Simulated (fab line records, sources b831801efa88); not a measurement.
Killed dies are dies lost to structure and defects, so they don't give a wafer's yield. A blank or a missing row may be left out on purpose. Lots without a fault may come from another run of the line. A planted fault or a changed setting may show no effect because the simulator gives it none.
fab line records | flow sky130
record lots=6 wafers=18 last_day=50
route steps=708 shown SD_N@344
lots that met no fault: from a run of the same line without faults
start_h: hours from the record's first day to the start of the lot's first wafer shown | wait_h: hours since the lot's step before | " the same as in the row above | L1.1+2: a row that stands for several wafers | - no value, or no start given | * or withheld: withheld | < > ~ a bound
route shown NAME@n: a module of which the file shows steps, and the number in the route of the first | usual: mean/standard deviation of fault-free wafers | same: alike in all rows | chamber/n: place in a boat | sites: the reading at each site | _std_site: their standard deviation | _edge_site: outer sites' mean less inner sites' | radius_mm: how far each site lies from the wafer's centre | mask NAME#n: copy n | behind: the tool/chamber that last shaped the wafer | hold: why the lot was held/for how many hours/how that ended | device: the transistor (n, p or np) that didn't switch | end of line: the same wafers' tests at the end of the route | a step without rows: its recipe alone | killed: dies lost to structure and defects at the first sort, not the wafer's yield | map: a wafer's dies, x killed, . not, _ none there
set.NAME: the setting as run; set.NAME@STEP: as run at that earlier step | model.NAME: the simulator's own value behind a step, which no gauge read
lots at some steps of the route; a table a step, a row a wafer
services: from which hour (start_h, from the record's first day; less than 0 if before it) a tool's chamber was out of use, for how many hours, and why
## steps
# step SKY_SD_N_COAT_02
# recipe resist=NOVOLAK spin_rpm=3000 resist_thk_nm=1140
# step SKY_SD_N_SOFTBAKE_03
# recipe temp_c=90 time_s=60 resist=NOVOLAK
# step SKY_SD_N_EXPOSE_04
# recipe mask_id=NSDM na=0.6 source_shape=conventional sigma_outer=0.6 polarization=unpolarized target_cd_nm=380 dose_mj=141
# step SKY_SD_N_PEB_05
# recipe temp_c=withheld time_s=* resist=NOVOLAK
# step SKY_SD_N_DEVELOP_06
# recipe resist=NOVOLAK developer=TMAH develop_time_s=60 dev_temp_c=23
# step SKY_SD_N_CD_MEAS_07
# recipe target_cd_nm=380
# usual cd_nm=379.3/2.2
# columns lot.wafer tool chamber start_h wait_h cd_nm
L251.1 cd_sem-02 - 639.48 0.1 379.7
L251.4 " - " " 378.5
L251.6 " - " " 380.1
L252.1 cd_sem-01 - 670.34 0.1 376.4
L252.5 " - " " 380.2
L252.6 " - " " 378.5
L265.2 cd_sem-02 - 787.12 0.1 380.2
L265.3 " - " " 380.1
L265.4 " - " " 377.1
L264.1 cd_sem-02 - 790.38 0.1 375.4
L264.4 " - " " 376.9
L264.6 " - " " 375.9
L270.1 cd_sem-01 - 795.94 0.1 375.7
L270.5 " - " " 377.7
L270.6 " - " " 376.0
L272.2 cd_sem-01 - 837.60 0.1 380.1
L272.3 " - " " 376.5
L272.4 " - " " 380.4
# step SKY_SD_N_OVL_MEAS_08
# usual SD_N_OVL=0.9/1.4
# columns lot.wafer tool chamber start_h wait_h SD_N_OVL[nm]
L251.1 overlay-01 - 639.60 0.1 -0.2
L251.4 " - " " -0.3
L251.6 " - " " -0.8
L252.1 overlay-02 - 670.46 0.1 0.4
L252.5 " - " " -0.7
L252.6 " - " " 0.4
L265.2 overlay-02 - 787.23 0.1 -2.1
L265.3 " - " " -2.2
L265.4 " - " " 1.8
L264.1 overlay-01 - 790.50 0.1 2.4
L264.4 " - " " 0.8
L264.6 " - " " -0.4
L270.1 overlay-02 - 796.06 0.1 -0.7
L270.5 " - " " 0.8
L270.6 " - " " -1.3
L272.2 overlay-02 - 837.70 0.1 1.2
L272.3 " - " " 2.3
L272.4 " - " " 1.4
# step SKY_SD_N_IMPLANT_09
# recipe species=As energy_kev=50 dose_cm2=4e+15 tilt_deg=0
# step SKY_SD_N_IMPLANT_10
# recipe species=P energy_kev=20 dose_cm2=1e+14 tilt_deg=0
# step SKY_SD_N_STRIP_11
# recipe chemistry=O2/N2 power_w=1400 pressure_mtorr=1500 platen_temp_c=withheld o2_flow_sccm=3000 n2_flow_sccm=300 overash_fraction=0.5
# usual drypump_motor_current_A=5.8/0.47 oes_product_au=0.528/0.0045 strip_time_to_endpoint_s=22.55/0.036
# columns lot.wafer tool chamber start_h wait_h drypump_motor_current_A oes_product_au rf_hours_counter_h strip_time_to_endpoint_s
L251.1 plasma_asher-04 0 639.93 0.1 6.3 0.525 20 22.51
L251.4 " 0 " " 6.2 0.522 - 22.53
L251.6 " 1 " " 6.2 0.527 - 22.49
L252.1 plasma_asher-01 1 670.79 0.1 5.9 0.534 99 22.55
L252.5 " 0 " " 5.4 0.525 - 22.55
L252.6 " 1 " " 5.9 0.530 - 22.59
L265.2 plasma_asher-02 1 787.56 0.1 6.2 0.531 62 22.56
L265.3 " 0 " " 4.9 0.531 - 22.54
L265.4 " 1 " " 6.2 0.531 - 22.58
L264.1 plasma_asher-04 0 790.83 0.1 6.2 0.524 35 22.59
L264.4 " 0 " " 6.2 0.534 - 22.56
L264.6 " 1 " " 6.2 0.521 - 22.53
L270.1 plasma_asher-02 0 796.39 0.1 5.0 0.526 63 22.61
L270.5 " 0 " " 5.0 0.529 - 22.56
L270.6 " 1 " " 6.2 0.526 - 22.59
L272.2 plasma_asher-04 0 838.03 0.1 6.3 0.527 40 22.48
L272.3 " 1 " " 6.2 0.530 - 22.54
L272.4 " 0 " " 6.2 0.526 - 22.52
# step SKY_SD_N_TW_MEAS_12
# usual SD_N_TW=3964/29
# columns lot.wafer tool chamber start_h wait_h SD_N_TW
L251.1 film_metro-03 - 640.03 0.1 3935
L251.4 " - " " 3943
L251.6 " - " " 3951
L252.1 film_metro-03 - 670.89 0.1 3880
L252.5 " - " " 3906
L252.6 " - " " 3926
L265.2 film_metro-04 - 787.67 0.1 3939
L265.3 " - " " 3962
L265.4 " - " " 3991
L264.1 film_metro-04 - 790.93 0.1 3969
L264.4 " - " " 3950
L264.6 " - " " 3959
L270.1 film_metro-02 - 796.49 0.1 3959
L270.5 " - " " 3975
L270.6 " - " " 3990
L272.2 film_metro-03 - 838.14 0.1 3941
L272.3 " - " " 3954
L272.4 " - " " 3962
# step SKY_SD_N_CLEAN_13
# recipe chemistry=SC1/SC2 mix=1:4:20 temp_c=70 time_s=150 dry=n2_spin
# step SKY_SD_N_RTA_14
# recipe temp_c=1075 time_s=2 idle_temp_c=650 ramp_up_c_per_s=150 ramp_down_c_per_s=90 ambient=N2
# usual anneal_temp_c_max=1080.0/1 chamber_o2_ppm=2.001/0.019 lamp_power_pct=15.74/0.053 ramp_down_c_per_s=90.002/0.017 wafer_temp_C_max=1078.1/1.2
# columns lot.wafer tool chamber start_h wait_h anneal_temp_c_max chamber_o2_ppm lamp_power_pct ramp_down_c_per_s wafer_temp_C_max
L251.1 rtp_anneal-02 0 640.15 0.0 1081.6 1.992 15.80 90.002 1076.6
L251.4 " 0 " " 1081.1 1.959 15.74 89.994 1078.5
L251.6 " 0 " " 1079.9 1.966 15.69 90.002 1076.2
L252.1 rtp_anneal-02 0 671.01 0.0 1079.0 1.988 15.76 89.978 1076.3
L252.5 " 0 " " 1079.2 1.990 15.82 90.027 1078.2
L252.6 " 0 " " 1079.4 2.003 15.65 89.991 1079.4
L265.2 rtp_anneal-01 - 787.78 0.0 - - - - -
L265.3 " - " " - - - - -
L265.4 " - " " - - - - -
L264.1 rtp_anneal-02 - 791.04 0.0 - - - - -
L264.4 " - " " - - - - -
L264.6 " - " " - - - - -
L270.1 rtp_anneal-01 0 796.60 0.0 1079.6 1.986 15.76 90.000 1080.3
L270.5 " 0 " " 1079.0 1.948 15.75 90.004 1078.3
L270.6 " 0 " " 1079.8 1.984 15.74 90.019 1077.1
L272.2 rtp_anneal-02 0 838.26 0.0 1079.9 1.999 15.80 90.018 1077.4
L272.3 " 0 " " 1081.3 2.000 15.83 89.981 1076.8
L272.4 " 0 " " 1081.8 1.984 15.63 90.015 1077.0
# step SKY_SD_N_RS_MEAS_16
# recipe thk_meas_gauge=four-point-probe
# usual SD_N_RS=68.48/0.11
# columns lot.wafer tool chamber start_h wait_h SD_N_RS[ohm/sq]
L251.1 film_metro-04 - 640.32 0.1 68.52
L251.4 " - " " 68.53
L251.6 " - " " 68.60
L252.1 film_metro-02 - 671.18 0.1 68.35
L252.5 " - " " 68.40
L252.6 " - " " 68.45
L265.2 film_metro-02 - 788.00 0.1 -
L265.3 " - " " -
L265.4 " - " " -
L264.1 film_metro-04 - 791.22 0.1 -
L264.4 " - " " -
L264.6 " - " " -
L270.1 film_metro-02 - 796.81 0.1 68.38
L270.5 " - " " 68.44
L270.6 " - " " 68.47
L272.2 film_metro-03 - 838.45 0.1 68.55
L272.3 " - " " 68.50
L272.4 " - " " 68.48
## services
# columns tool chamber start_h hours kind
plasma_asher-04 - 621.25 11.8 repair
plasma_asher-01 - 733.75 9.0 pm
plasma_asher-01 0 733.75 9.0 vent_cycle
plasma_asher-01 1 733.75 9.0 vent_cycle
plasma_asher-01 0 742.75 - clean
plasma_asher-01 1 742.75 - clean
plasma_asher-01 - 765.25 1.5 repair
plasma_asher-02 - 788.03 0.9 repair
plasma_asher-01 - 805.35 11.7 repair
plasma_asher-01 - 805.63 1.6 repair
plasma_asher-01 - 812.21 0.4 repair
## key
first_sign step=SKY_SD_N_RTA_14 reading=tool_record direction=missing
effect step=SKY_SD_N_RS_MEAS_16 reading=SD_N_RS direction=missing
met_at SKY_SD_N_RTA_14
struck_wafers L264.1,L264.4,L264.6,L265.2,L265.3,L265.4
later_rows_left_out L264.1,L264.4,L264.6,L265.2,L265.3,L265.4
sort_left_out L264.1,L264.4,L264.6,L265.2,L265.3,L265.4
tester_left_out L264,L265
onset_between 671.01 787.78
fault kind=skipped_step_whole tool=rtp_anneal-01,rtp_anneal-02 chamber=- onset_h=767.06 steps=SKY_SD_N_RTA_14 scope=struck_lots_only
# tester_left_out: of these lots the tester's yield and bins aren't shown, on N5 and GAA mostly nor the transistor test; their killed dies are dies lost to structure and defects alone, not to doping, threshold or leakage, so they don't give the yield
# sort_left_out: the simulated sort isn't trusted on such a fault, so these wafers' sort isn't shown, and their yield isn't known
# later_rows_left_out: the simulator's readings of these wafers behind a module that went badly wrong aren't trusted and aren't shown, but for the sort
